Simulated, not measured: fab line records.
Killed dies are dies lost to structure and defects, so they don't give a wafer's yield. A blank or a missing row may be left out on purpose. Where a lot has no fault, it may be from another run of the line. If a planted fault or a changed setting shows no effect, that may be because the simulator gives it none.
fab line records || flow sky130 || part 2 of 2: steps 28 to 38 of 38
record: {"lots": 5, "wafers": 15, "lastDay": 50}
route steps=708 shown LDD_P@260 LDD_HVN@267 LDD_HVP@278 LDD_LDN@289
lots with no fault: from the same line, run without faults
startH: the number of hours between the record's first day and the start of the first shown wafer of the lot || waitH: hours since the lot's step before || " as in the row above || L1.1+2: several wafers, shown together as one row || - no value, or no start was given || * or withheld: withheld || < > ~ a bound
route shown NAME@n: NAME is a module with steps in the file, n the number in the route of the first one || usual: mean/standard deviation of fault-free wafers || same: alike in all rows || chamber/n: place in a boat || sites: readings site by site || _std_site: standard deviation across them || _edge_site: mean of outer sites minus mean of inner sites || radiusMm: how far each site lies from the wafer's centre || mask NAME#n: copy n || behind: tool/chamber where the wafer was last shaped || hold: reason for holding the lot/hours on hold/outcome of the hold || device: the transistor (n, p or np) that didn't switch || end of line: tests of these same wafers at the route's end || for a step that has no rows: nothing shown but its recipe || killed: the dies lost at the first sort to structure and to defects; this is not the yield of the wafer || map: shows each die of a wafer: x if killed, . if not, _ if none is there
set.NAME: the setting as run; set.NAME@STEP: as run at that earlier step || model.NAME: the simulator's own value behind a step, which no gauge read
lots at some steps of the route; a table a step, a row a wafer
services: a tool's chamber out of use, with start hour (startH, from the record's first day; less than 0 if before it), hours out, and reason
== steps ==
step: SKY_LDD_HVP_STRIP_09
recipe: {"chemistry": "O2/N2", "powerW": 1400, "pressureMtorr": 1500, "platenTempC": "withheld", "o2FlowSccm": 3000, "n2FlowSccm": 300, "overashFraction": 0.5}
usual: {"drypumpMotorCurrentA": "5.5/0.32", "n2FlowSccm": "300.1/0.84", "oesProductAu": "0.408/0.0048", "stripTimeToEndpointS": "4.133/0.014"}
{"lot.wafer": "L076.1", "tool": "plasmaAsher-03", "chamber": 1, "startH": 509.26, "waitH": 0.1, "drypumpMotorCurrentA": 5.9, "n2FlowSccm": 300.7, "oesProductAu": 0.405, "rfHoursCounterH": 7, "stripTimeToEndpointS": 4.115}
{"lot.wafer": "L076.3", "tool": "plasmaAsher-03", "chamber": 0, "startH": 509.26, "waitH": 0.1, "drypumpMotorCurrentA": 5.5, "n2FlowSccm": 300.2, "oesProductAu": 0.408, "rfHoursCounterH": "-", "stripTimeToEndpointS": 4.107}
{"lot.wafer": "L076.5", "tool": "plasmaAsher-03", "chamber": 1, "startH": 509.26, "waitH": 0.1, "drypumpMotorCurrentA": 5.9, "n2FlowSccm": 299.6, "oesProductAu": 0.405, "rfHoursCounterH": "-", "stripTimeToEndpointS": 4.120}
{"lot.wafer": "L082.3", "tool": "plasmaAsher-04", "chamber": 1, "startH": 558.91, "waitH": 0.1, "drypumpMotorCurrentA": 4.9, "n2FlowSccm": 300.4, "oesProductAu": 0.404, "rfHoursCounterH": "-", "stripTimeToEndpointS": 4.122}
{"lot.wafer": "L082.4", "tool": "plasmaAsher-04", "chamber": 0, "startH": 558.91, "waitH": 0.1, "drypumpMotorCurrentA": 5.4, "n2FlowSccm": 300.9, "oesProductAu": 0.415, "rfHoursCounterH": "-", "stripTimeToEndpointS": 4.110}
{"lot.wafer": "L082.6", "tool": "plasmaAsher-04", "chamber": 1, "startH": 558.91, "waitH": 0.1, "drypumpMotorCurrentA": 4.9, "n2FlowSccm": 300.2, "oesProductAu": 0.403, "rfHoursCounterH": "-", "stripTimeToEndpointS": 4.123}
{"lot.wafer": "L087.1", "tool": "plasmaAsher-04", "chamber": 0, "startH": 601.28, "waitH": 0.1, "drypumpMotorCurrentA": 5.4, "n2FlowSccm": 300.6, "oesProductAu": 0.417, "rfHoursCounterH": 80, "stripTimeToEndpointS": 4.136}
{"lot.wafer": "L087.2", "tool": "plasmaAsher-04", "chamber": 1, "startH": 601.28, "waitH": 0.1, "drypumpMotorCurrentA": 4.9, "n2FlowSccm": 301.0, "oesProductAu": 0.412, "rfHoursCounterH": 80, "stripTimeToEndpointS": 4.143}
{"lot.wafer": "L087.4", "tool": "plasmaAsher-04", "chamber": 1, "startH": 601.28, "waitH": 0.1, "drypumpMotorCurrentA": 4.9, "n2FlowSccm": 300.1, "oesProductAu": 0.406, "rfHoursCounterH": "-", "stripTimeToEndpointS": 4.123}
{"lot.wafer": "L091.4", "tool": "plasmaAsher-04", "chamber": 0, "startH": 639.06, "waitH": 0.1, "drypumpMotorCurrentA": 5.4, "n2FlowSccm": 300.0, "oesProductAu": 0.412, "rfHoursCounterH": "-", "stripTimeToEndpointS": 4.144}
{"lot.wafer": "L091.5", "tool": "plasmaAsher-04", "chamber": 1, "startH": 639.06, "waitH": 0.1, "drypumpMotorCurrentA": 4.9, "n2FlowSccm": 301.1, "oesProductAu": 0.407, "rfHoursCounterH": "-", "stripTimeToEndpointS": 4.151}
{"lot.wafer": "L091.6", "tool": "plasmaAsher-04", "chamber": 0, "startH": 639.06, "waitH": 0.1, "drypumpMotorCurrentA": 5.5, "n2FlowSccm": 300.1, "oesProductAu": 0.412, "rfHoursCounterH": "-", "stripTimeToEndpointS": 4.132}
{"lot.wafer": "L097.2", "tool": "plasmaAsher-04", "chamber": 0, "startH": 689.61, "waitH": 0.1, "drypumpMotorCurrentA": 5.4, "n2FlowSccm": 301.5, "oesProductAu": 0.408, "rfHoursCounterH": 89, "stripTimeToEndpointS": 4.124}
{"lot.wafer": "L097.3", "tool": "plasmaAsher-04", "chamber": 1, "startH": 689.61, "waitH": 0.1, "drypumpMotorCurrentA": 4.9, "n2FlowSccm": 300.4, "oesProductAu": 0.400, "rfHoursCounterH": "-", "stripTimeToEndpointS": 4.151}
{"lot.wafer": "L097.5", "tool": "plasmaAsher-04", "chamber": 1, "startH": 689.61, "waitH": 0.1, "drypumpMotorCurrentA": 4.9, "n2FlowSccm": 300.2, "oesProductAu": 0.405, "rfHoursCounterH": "-", "stripTimeToEndpointS": 4.140}
step: SKY_LDD_HVP_TW_MEAS_10
usual: {"LDD_HVP_TW": "458/7.3"}
{"lot.wafer": "L076.1", "tool": "filmMetro-03", "chamber": "-", "startH": 509.36, "waitH": 0.1, "LDD_HVP_TW": 460}
{"lot.wafer": "L076.3", "tool": "filmMetro-03", "chamber": "-", "startH": 509.36, "waitH": 0.1, "LDD_HVP_TW": 458}
{"lot.wafer": "L076.5", "tool": "filmMetro-03", "chamber": "-", "startH": 509.36, "waitH": 0.1, "LDD_HVP_TW": 458}
{"lot.wafer": "L082.3", "tool": "filmMetro-03", "chamber": "-", "startH": 559.00, "waitH": 0.1, "LDD_HVP_TW": 461}
{"lot.wafer": "L082.4", "tool": "filmMetro-03", "chamber": "-", "startH": 559.00, "waitH": 0.1, "LDD_HVP_TW": 466}
{"lot.wafer": "L082.6", "tool": "filmMetro-03", "chamber": "-", "startH": 559.00, "waitH": 0.1, "LDD_HVP_TW": 461}
{"lot.wafer": "L087.1", "tool": "filmMetro-04", "chamber": "-", "startH": 601.38, "waitH": 0.1, "LDD_HVP_TW": 467}
{"lot.wafer": "L087.2", "tool": "filmMetro-04", "chamber": "-", "startH": 601.38, "waitH": 0.1, "LDD_HVP_TW": 467}
{"lot.wafer": "L087.4", "tool": "filmMetro-04", "chamber": "-", "startH": 601.38, "waitH": 0.1, "LDD_HVP_TW": 468}
{"lot.wafer": "L091.4", "tool": "filmMetro-01", "chamber": "-", "startH": 639.16, "waitH": 0.1, "LDD_HVP_TW": 452}
{"lot.wafer": "L091.5", "tool": "filmMetro-01", "chamber": "-", "startH": 639.16, "waitH": 0.1, "LDD_HVP_TW": 452}
{"lot.wafer": "L091.6", "tool": "filmMetro-01", "chamber": "-", "startH": 639.16, "waitH": 0.1, "LDD_HVP_TW": 451}
{"lot.wafer": "L097.2", "tool": "filmMetro-04", "chamber": "-", "startH": 689.72, "waitH": 0.1, "LDD_HVP_TW": 465}
{"lot.wafer": "L097.3", "tool": "filmMetro-04", "chamber": "-", "startH": 689.72, "waitH": 0.1, "LDD_HVP_TW": 465}
{"lot.wafer": "L097.5", "tool": "filmMetro-04", "chamber": "-", "startH": 689.72, "waitH": 0.1, "LDD_HVP_TW": 467}
step: SKY_LDD_LDN_DEHYDRATE_00
recipe: {"tempC": 200, "timeS": 60}
usual: {"chillPlateTempC": "22.98/0.099"}
{"lot.wafer": "L076.1", "tool": "lithoTrack-03", "chamber": 0, "startH": 524.33, "waitH": 15.0, "chillPlateTempC": 22.92}
{"lot.wafer": "L076.3", "tool": "lithoTrack-03", "chamber": 0, "startH": 524.33, "waitH": 15.0, "chillPlateTempC": 22.98}
{"lot.wafer": "L076.5", "tool": "lithoTrack-03", "chamber": 0, "startH": 524.33, "waitH": 15.0, "chillPlateTempC": 23.09}
{"lot.wafer": "L082.3", "tool": "lithoTrack-04", "chamber": 0, "startH": 573.16, "waitH": 14.2, "chillPlateTempC": 23.08}
{"lot.wafer": "L082.4", "tool": "lithoTrack-04", "chamber": 0, "startH": 573.16, "waitH": 14.2, "chillPlateTempC": 23.12}
{"lot.wafer": "L082.6", "tool": "lithoTrack-04", "chamber": 0, "startH": 573.16, "waitH": 14.2, "chillPlateTempC": 23.11}
{"lot.wafer": "L087.1", "tool": "lithoTrack-03", "chamber": 0, "startH": 614.78, "waitH": 13.4, "chillPlateTempC": 23.04}
{"lot.wafer": "L087.2", "tool": "lithoTrack-03", "chamber": 0, "startH": 614.78, "waitH": 13.4, "chillPlateTempC": 22.81}
{"lot.wafer": "L087.4", "tool": "lithoTrack-03", "chamber": 0, "startH": 614.78, "waitH": 13.4, "chillPlateTempC": 23.01}
{"lot.wafer": "L091.4", "tool": "lithoTrack-03", "chamber": 0, "startH": 653.06, "waitH": 13.9, "chillPlateTempC": 22.97}
{"lot.wafer": "L091.5", "tool": "lithoTrack-03", "chamber": 0, "startH": 653.06, "waitH": 13.9, "chillPlateTempC": 23.13}
{"lot.wafer": "L091.6", "tool": "lithoTrack-03", "chamber": 0, "startH": 653.06, "waitH": 13.9, "chillPlateTempC": 23.00}
{"lot.wafer": "L097.2", "tool": "lithoTrack-01", "chamber": 0, "startH": 702.40, "waitH": 12.7, "chillPlateTempC": 22.99}
{"lot.wafer": "L097.3", "tool": "lithoTrack-01", "chamber": 0, "startH": 702.40, "waitH": 12.7, "chillPlateTempC": 23.13}
{"lot.wafer": "L097.5", "tool": "lithoTrack-01", "chamber": 0, "startH": 702.40, "waitH": 12.7, "chillPlateTempC": 23.06}
step: SKY_LDD_LDN_HMDS_01
recipe: {"primeTimeS": 60, "primeTempC": 120}
usual: {"chillPlateTempC": "23.00/0.12"}
{"lot.wafer": "L076.1", "tool": "lithoTrack-03", "chamber": 0, "startH": 524.48, "waitH": 0.1, "chillPlateTempC": 22.90}
{"lot.wafer": "L076.3", "tool": "lithoTrack-03", "chamber": 0, "startH": 524.48, "waitH": 0.1, "chillPlateTempC": 23.18}
{"lot.wafer": "L076.5", "tool": "lithoTrack-03", "chamber": 0, "startH": 524.48, "waitH": 0.1, "chillPlateTempC": 23.05}
{"lot.wafer": "L082.3", "tool": "lithoTrack-04", "chamber": 0, "startH": 573.31, "waitH": 0.1, "chillPlateTempC": 23.15}
{"lot.wafer": "L082.4", "tool": "lithoTrack-04", "chamber": 0, "startH": 573.31, "waitH": 0.1, "chillPlateTempC": 23.01}
{"lot.wafer": "L082.6", "tool": "lithoTrack-04", "chamber": 0, "startH": 573.31, "waitH": 0.1, "chillPlateTempC": 23.13}
{"lot.wafer": "L087.1", "tool": "lithoTrack-03", "chamber": 0, "startH": 614.93, "waitH": 0.1, "chillPlateTempC": 22.80}
{"lot.wafer": "L087.2", "tool": "lithoTrack-03", "chamber": 0, "startH": 614.93, "waitH": 0.1, "chillPlateTempC": 22.87}
{"lot.wafer": "L087.4", "tool": "lithoTrack-03", "chamber": 0, "startH": 614.93, "waitH": 0.1, "chillPlateTempC": 22.89}
{"lot.wafer": "L091.4", "tool": "lithoTrack-03", "chamber": 0, "startH": 653.21, "waitH": 0.1, "chillPlateTempC": 23.03}
{"lot.wafer": "L091.5", "tool": "lithoTrack-03", "chamber": 0, "startH": 653.21, "waitH": 0.1, "chillPlateTempC": 23.03}
{"lot.wafer": "L091.6", "tool": "lithoTrack-03", "chamber": 0, "startH": 653.21, "waitH": 0.1, "chillPlateTempC": 22.97}
{"lot.wafer": "L097.2", "tool": "lithoTrack-01", "chamber": 0, "startH": 702.55, "waitH": 0.1, "chillPlateTempC": 22.89}
{"lot.wafer": "L097.3", "tool": "lithoTrack-01", "chamber": 0, "startH": 702.55, "waitH": 0.1, "chillPlateTempC": 22.85}
{"lot.wafer": "L097.5", "tool": "lithoTrack-01", "chamber": 0, "startH": 702.55, "waitH": 0.1, "chillPlateTempC": 22.99}
step: SKY_LDD_LDN_COAT_02
recipe: {"resist": "NOVOLAK", "spinRpm": 3000, "resistThkNm": 1140}
usual: {"chillPlateTempC": "23.01/0.1"}
{"lot.wafer": "L076.1", "tool": "lithoTrack-03", "chamber": 0, "startH": 524.63, "waitH": 0.1, "chillPlateTempC": 22.93}
{"lot.wafer": "L076.3", "tool": "lithoTrack-03", "chamber": 0, "startH": 524.63, "waitH": 0.1, "chillPlateTempC": 23.03}
{"lot.wafer": "L076.5", "tool": "lithoTrack-03", "chamber": 0, "startH": 524.63, "waitH": 0.1, "chillPlateTempC": 22.92}
{"lot.wafer": "L082.3", "tool": "lithoTrack-04", "chamber": 0, "startH": 573.46, "waitH": 0.1, "chillPlateTempC": 23.18}
{"lot.wafer": "L082.4", "tool": "lithoTrack-04", "chamber": 0, "startH": 573.46, "waitH": 0.1, "chillPlateTempC": 23.13}
{"lot.wafer": "L082.6", "tool": "lithoTrack-04", "chamber": 0, "startH": 573.46, "waitH": 0.1, "chillPlateTempC": 23.07}
{"lot.wafer": "L087.1", "tool": "lithoTrack-03", "chamber": 0, "startH": 615.08, "waitH": 0.1, "chillPlateTempC": 23.03}
{"lot.wafer": "L087.2", "tool": "lithoTrack-03", "chamber": 0, "startH": 615.08, "waitH": 0.1, "chillPlateTempC": 22.92}
{"lot.wafer": "L087.4", "tool": "lithoTrack-03", "chamber": 0, "startH": 615.08, "waitH": 0.1, "chillPlateTempC": 22.93}
{"lot.wafer": "L091.4", "tool": "lithoTrack-03", "chamber": 0, "startH": 653.36, "waitH": 0.1, "chillPlateTempC": 23.01}
{"lot.wafer": "L091.5", "tool": "lithoTrack-03", "chamber": 0, "startH": 653.36, "waitH": 0.1, "chillPlateTempC": 23.19}
{"lot.wafer": "L091.6", "tool": "lithoTrack-03", "chamber": 0, "startH": 653.36, "waitH": 0.1, "chillPlateTempC": 23.01}
{"lot.wafer": "L097.2", "tool": "lithoTrack-01", "chamber": 0, "startH": 702.70, "waitH": 0.1, "chillPlateTempC": 23.03}
{"lot.wafer": "L097.3", "tool": "lithoTrack-01", "chamber": 0, "startH": 702.70, "waitH": 0.1, "chillPlateTempC": 23.04}
{"lot.wafer": "L097.5", "tool": "lithoTrack-01", "chamber": 0, "startH": 702.70, "waitH": 0.1, "chillPlateTempC": 23.12}
step: SKY_LDD_LDN_SOFTBAKE_03
recipe: {"tempC": 90, "timeS": 60, "resist": "NOVOLAK"}
usual: {"chillPlateTempC": "22.97/0.11"}
{"lot.wafer": "L076.1", "tool": "lithoTrack-03", "chamber": 0, "startH": 524.78, "waitH": 0.1, "chillPlateTempC": 22.82}
{"lot.wafer": "L076.3", "tool": "lithoTrack-03", "chamber": 0, "startH": 524.78, "waitH": 0.1, "chillPlateTempC": 23.06}
{"lot.wafer": "L076.5", "tool": "lithoTrack-03", "chamber": 0, "startH": 524.78, "waitH": 0.1, "chillPlateTempC": 22.99}
{"lot.wafer": "L082.3", "tool": "lithoTrack-04", "chamber": 0, "startH": 573.61, "waitH": 0.1, "chillPlateTempC": 22.96}
{"lot.wafer": "L082.4", "tool": "lithoTrack-04", "chamber": 0, "startH": 573.61, "waitH": 0.1, "chillPlateTempC": 23.02}
{"lot.wafer": "L082.6", "tool": "lithoTrack-04", "chamber": 0, "startH": 573.61, "waitH": 0.1, "chillPlateTempC": 23.01}
{"lot.wafer": "L087.1", "tool": "lithoTrack-03", "chamber": 0, "startH": 615.23, "waitH": 0.1, "chillPlateTempC": 22.98}
{"lot.wafer": "L087.2", "tool": "lithoTrack-03", "chamber": 0, "startH": 615.23, "waitH": 0.1, "chillPlateTempC": 23.06}
{"lot.wafer": "L087.4", "tool": "lithoTrack-03", "chamber": 0, "startH": 615.23, "waitH": 0.1, "chillPlateTempC": 22.79}
{"lot.wafer": "L091.4", "tool": "lithoTrack-03", "chamber": 0, "startH": 653.51, "waitH": 0.1, "chillPlateTempC": 23.16}
{"lot.wafer": "L091.5", "tool": "lithoTrack-03", "chamber": 0, "startH": 653.51, "waitH": 0.1, "chillPlateTempC": 23.07}
{"lot.wafer": "L091.6", "tool": "lithoTrack-03", "chamber": 0, "startH": 653.51, "waitH": 0.1, "chillPlateTempC": 22.98}
{"lot.wafer": "L097.2", "tool": "lithoTrack-01", "chamber": 0, "startH": 702.85, "waitH": 0.1, "chillPlateTempC": 22.80}
{"lot.wafer": "L097.3", "tool": "lithoTrack-01", "chamber": 0, "startH": 702.85, "waitH": 0.1, "chillPlateTempC": 22.77}
{"lot.wafer": "L097.5", "tool": "lithoTrack-01", "chamber": 0, "startH": 702.85, "waitH": 0.1, "chillPlateTempC": 22.86}
step: SKY_LDD_LDN_EXPOSE_04
recipe: {"maskId": "LDNTM", "na": 0.6, "sourceShape": "conventional", "sigmaOuter": 0.6, "polarization": "unpolarized", "targetCdNm": 700, "doseMj": 140}
{"lot.wafer": "L076.1+3+5", "tool": "ilineStepper-01", "chamber": 0, "startH": "-", "waitH": "-", "mask": "LDNTM#0"}
{"lot.wafer": "L082.3+4+6", "tool": "ilineStepper-01", "chamber": 0, "startH": "-", "waitH": "-", "mask": "LDNTM#0"}
{"lot.wafer": "L087.1+2+4", "tool": "ilineStepper-01", "chamber": 0, "startH": "-", "waitH": "-", "mask": "LDNTM#0"}
{"lot.wafer": "L091.4+5+6", "tool": "ilineStepper-01", "chamber": 0, "startH": "-", "waitH": "-", "mask": "LDNTM#0"}
{"lot.wafer": "L097.2+3+5", "tool": "ilineStepper-02", "chamber": 0, "startH": "-", "waitH": "-", "mask": "LDNTM#0"}
step: SKY_LDD_LDN_PEB_05
recipe: {"tempC": "withheld", "timeS": "*", "resist": "NOVOLAK"}
usual: {"chillPlateTempC": "*"}
{"lot.wafer": "L076.1", "tool": "lithoTrack-03", "chamber": 0, "startH": "-", "waitH": "-", "chillPlateTempC": "*"}
{"lot.wafer": "L076.3", "tool": "lithoTrack-03", "chamber": 0, "startH": "-", "waitH": "-", "chillPlateTempC": "*"}
{"lot.wafer": "L076.5", "tool": "lithoTrack-03", "chamber": 0, "startH": "-", "waitH": "-", "chillPlateTempC": "*"}
{"lot.wafer": "L082.3", "tool": "lithoTrack-03", "chamber": 0, "startH": "-", "waitH": "-", "chillPlateTempC": "*"}
{"lot.wafer": "L082.4", "tool": "lithoTrack-03", "chamber": 0, "startH": "-", "waitH": "-", "chillPlateTempC": "*"}
{"lot.wafer": "L082.6", "tool": "lithoTrack-03", "chamber": 0, "startH": "-", "waitH": "-", "chillPlateTempC": "*"}
{"lot.wafer": "L087.1", "tool": "lithoTrack-04", "chamber": 0, "startH": "-", "waitH": "-", "chillPlateTempC": "*"}
{"lot.wafer": "L087.2", "tool": "lithoTrack-04", "chamber": 0, "startH": "-", "waitH": "-", "chillPlateTempC": "*"}
{"lot.wafer": "L087.4", "tool": "lithoTrack-04", "chamber": 0, "startH": "-", "waitH": "-", "chillPlateTempC": "*"}
{"lot.wafer": "L091.4", "tool": "lithoTrack-01", "chamber": 0, "startH": "-", "waitH": "-", "chillPlateTempC": "*"}
{"lot.wafer": "L091.5", "tool": "lithoTrack-01", "chamber": 0, "startH": "-", "waitH": "-", "chillPlateTempC": "*"}
{"lot.wafer": "L091.6", "tool": "lithoTrack-01", "chamber": 0, "startH": "-", "waitH": "-", "chillPlateTempC": "*"}
{"lot.wafer": "L097.2", "tool": "lithoTrack-03", "chamber": 0, "startH": "-", "waitH": "-", "chillPlateTempC": "*"}
{"lot.wafer": "L097.3", "tool": "lithoTrack-03", "chamber": 0, "startH": "-", "waitH": "-", "chillPlateTempC": "*"}
{"lot.wafer": "L097.5", "tool": "lithoTrack-03", "chamber": 0, "startH": "-", "waitH": "-", "chillPlateTempC": "*"}
step: SKY_LDD_LDN_DEVELOP_06
recipe: {"resist": "NOVOLAK", "developer": "TMAH", "developTimeS": 60, "devTempC": 23}
usual: {"chillPlateTempC": "22.98/0.1"}
{"lot.wafer": "L076.1", "tool": "lithoTrack-03", "chamber": 0, "startH": 539.43, "waitH": 0.1, "chillPlateTempC": 22.97}
{"lot.wafer": "L076.3", "tool": "lithoTrack-03", "chamber": 0, "startH": 539.43, "waitH": 0.1, "chillPlateTempC": 22.64}
{"lot.wafer": "L076.5", "tool": "lithoTrack-03", "chamber": 0, "startH": 539.43, "waitH": 0.1, "chillPlateTempC": 22.85}
{"lot.wafer": "L082.3", "tool": "lithoTrack-03", "chamber": 0, "startH": 587.03, "waitH": 0.1, "chillPlateTempC": 23.02}
{"lot.wafer": "L082.4", "tool": "lithoTrack-03", "chamber": 0, "startH": 587.03, "waitH": 0.1, "chillPlateTempC": 23.00}
{"lot.wafer": "L082.6", "tool": "lithoTrack-03", "chamber": 0, "startH": 587.03, "waitH": 0.1, "chillPlateTempC": 23.06}
{"lot.wafer": "L087.1", "tool": "lithoTrack-04", "chamber": 0, "startH": 629.72, "waitH": 0.1, "chillPlateTempC": 23.10}
{"lot.wafer": "L087.2", "tool": "lithoTrack-04", "chamber": 0, "startH": 629.72, "waitH": 0.1, "chillPlateTempC": 22.89}
{"lot.wafer": "L087.4", "tool": "lithoTrack-04", "chamber": 0, "startH": 629.72, "waitH": 0.1, "chillPlateTempC": 22.92}
{"lot.wafer": "L091.4", "tool": "lithoTrack-01", "chamber": 0, "startH": 668.50, "waitH": 0.1, "chillPlateTempC": 23.02}
{"lot.wafer": "L091.5", "tool": "lithoTrack-01", "chamber": 0, "startH": 668.50, "waitH": 0.1, "chillPlateTempC": 23.04}
{"lot.wafer": "L091.6", "tool": "lithoTrack-01", "chamber": 0, "startH": 668.50, "waitH": 0.1, "chillPlateTempC": 23.25}
{"lot.wafer": "L097.2", "tool": "lithoTrack-03", "chamber": 0, "startH": 716.81, "waitH": 0.1, "chillPlateTempC": 22.96}
{"lot.wafer": "L097.3", "tool": "lithoTrack-03", "chamber": 0, "startH": 716.81, "waitH": 0.1, "chillPlateTempC": 22.99}
{"lot.wafer": "L097.5", "tool": "lithoTrack-03", "chamber": 0, "startH": 716.81, "waitH": 0.1, "chillPlateTempC": 22.92}
step: SKY_LDD_LDN_OVL_MEAS_07
usual: {"LDD_LDN_OVL": "0.5/1.7"}
{"lot.wafer": "L076.1", "tool": "overlay-01", "chamber": "-", "startH": 539.58, "waitH": 0.1, "LDD_LDN_OVL[nm]": 1.0}
{"lot.wafer": "L076.3", "tool": "overlay-01", "chamber": "-", "startH": 539.58, "waitH": 0.1, "LDD_LDN_OVL[nm]": 0.2}
{"lot.wafer": "L076.5", "tool": "overlay-01", "chamber": "-", "startH": 539.58, "waitH": 0.1, "LDD_LDN_OVL[nm]": 1.3}
{"lot.wafer": "L082.3", "tool": "overlay-02", "chamber": "-", "startH": 587.14, "waitH": 0.1, "LDD_LDN_OVL[nm]": 3.1}
{"lot.wafer": "L082.4", "tool": "overlay-02", "chamber": "-", "startH": 587.14, "waitH": 0.1, "LDD_LDN_OVL[nm]": 1.2}
{"lot.wafer": "L082.6", "tool": "overlay-02", "chamber": "-", "startH": 587.14, "waitH": 0.1, "LDD_LDN_OVL[nm]": 2.7}
{"lot.wafer": "L087.1", "tool": "overlay-02", "chamber": "-", "startH": 629.87, "waitH": 0.1, "LDD_LDN_OVL[nm]": 1.1}
{"lot.wafer": "L087.2", "tool": "overlay-02", "chamber": "-", "startH": 629.87, "waitH": 0.1, "LDD_LDN_OVL[nm]": 0.3}
{"lot.wafer": "L087.4", "tool": "overlay-02", "chamber": "-", "startH": 629.87, "waitH": 0.1, "LDD_LDN_OVL[nm]": -1.1}
{"lot.wafer": "L091.4", "tool": "overlay-02", "chamber": "-", "startH": 668.60, "waitH": 0.1, "LDD_LDN_OVL[nm]": 1.1}
{"lot.wafer": "L091.5", "tool": "overlay-02", "chamber": "-", "startH": 668.60, "waitH": 0.1, "LDD_LDN_OVL[nm]": 2.6}
{"lot.wafer": "L091.6", "tool": "overlay-02", "chamber": "-", "startH": 668.60, "waitH": 0.1, "LDD_LDN_OVL[nm]": 1.4}
{"lot.wafer": "L097.2", "tool": "overlay-02", "chamber": "-", "startH": 716.94, "waitH": 0.1, "LDD_LDN_OVL[nm]": 1.5}
{"lot.wafer": "L097.3", "tool": "overlay-02", "chamber": "-", "startH": 716.94, "waitH": 0.1, "LDD_LDN_OVL[nm]": 0.9}
{"lot.wafer": "L097.5", "tool": "overlay-02", "chamber": "-", "startH": 716.94, "waitH": 0.1, "LDD_LDN_OVL[nm]": 1.8}
step: SKY_LDD_LDN_IMPLANT_08
recipe: {"species": "As", "energyKev": 15, "doseCm2": 1.25e+13, "tiltDeg": "withheld", "rotationDeg": 23}
{"lot.wafer": "L076.1+3+5", "tool": "implanter-02", "chamber": 0, "startH": 539.62, "waitH": 0.0}
{"lot.wafer": "L082.3+4+6", "tool": "implanter-02", "chamber": 0, "startH": 587.22, "waitH": 0.1}
{"lot.wafer": "L087.1+2+4", "tool": "implanter-02", "chamber": 0, "startH": 629.90, "waitH": 0.0}
{"lot.wafer": "L091.4+5+6", "tool": "implanter-03", "chamber": 0, "startH": 668.69, "waitH": 0.1}
{"lot.wafer": "L097.2+3+5", "tool": "implanter-02", "chamber": 0, "startH": 716.99, "waitH": 0.0}
== services ==
{"tool": "plasmaAsher-03", "chamber": "-", "startH": 427.01, "hours": 0.8, "kind": "repair"}
{"tool": "plasmaAsher-01", "chamber": "-", "startH": 431.53, "hours": 0.6, "kind": "repair"}
{"tool": "implanter-03", "chamber": "-", "startH": 433.54, "hours": 4.8, "kind": "pm"}
{"tool": "plasmaAsher-03", "chamber": "-", "startH": 453.94, "hours": 3.0, "kind": "repair"}
{"tool": "ilineStepper-01", "chamber": "-", "startH": 465.29, "hours": 3.4, "kind": "repair"}
{"tool": "implanter-02", "chamber": "-", "startH": 481.34, "hours": 2.6, "kind": "repair"}
{"tool": "implanter-04", "chamber": "-", "startH": 481.46, "hours": 4.1, "kind": "pm"}
{"tool": "ilineStepper-02", "chamber": "-", "startH": 482.16, "hours": 1.7, "kind": "pm"}
{"tool": "ilineStepper-02", "chamber": "-", "startH": 485.38, "hours": 5.1, "kind": "repair"}
{"tool": "ilineStepper-01", "chamber": "-", "startH": 490.47, "hours": 1.7, "kind": "pm"}
{"tool": "ilineStepper-01", "chamber": "-", "startH": 506.33, "hours": 15.1, "kind": "repair"}
{"tool": "plasmaAsher-04", "chamber": "-", "startH": 534.79, "hours": 4.5, "kind": "repair"}
{"tool": "ilineStepper-02", "chamber": "-", "startH": 537.62, "hours": 0.8, "kind": "repair"}
{"tool": "plasmaAsher-03", "chamber": "-", "startH": 555.32, "hours": 2.6, "kind": "repair"}
{"tool": "implanter-03", "chamber": "-", "startH": 577.96, "hours": 8.2, "kind": "repair"}
{"tool": "ilineStepper-01", "chamber": "-", "startH": 580.04, "hours": 7.6, "kind": "repair"}
{"tool": "plasmaAsher-03", "chamber": "-", "startH": 586.27, "hours": 9.3, "kind": "repair"}
{"tool": "ilineStepper-01", "chamber": "-", "startH": 597.45, "hours": 2.2, "kind": "repair"}
{"tool": "implanter-03", "chamber": "-", "startH": 609.32, "hours": 1.6, "kind": "repair"}
{"tool": "plasmaAsher-04", "chamber": "-", "startH": 624.06, "hours": 4.9, "kind": "repair"}
{"tool": "implanter-04", "chamber": "-", "startH": 674.53, "hours": 3.9, "kind": "pm"}
{"tool": "implanter-04", "chamber": "-", "startH": 696.95, "hours": 4.4, "kind": "repair"}
{"tool": "ilineStepper-02", "chamber": "-", "startH": 700.27, "hours": 1.7, "kind": "pm"}
{"tool": "ilineStepper-01", "chamber": "-", "startH": 707.41, "hours": 1.7, "kind": "pm"}
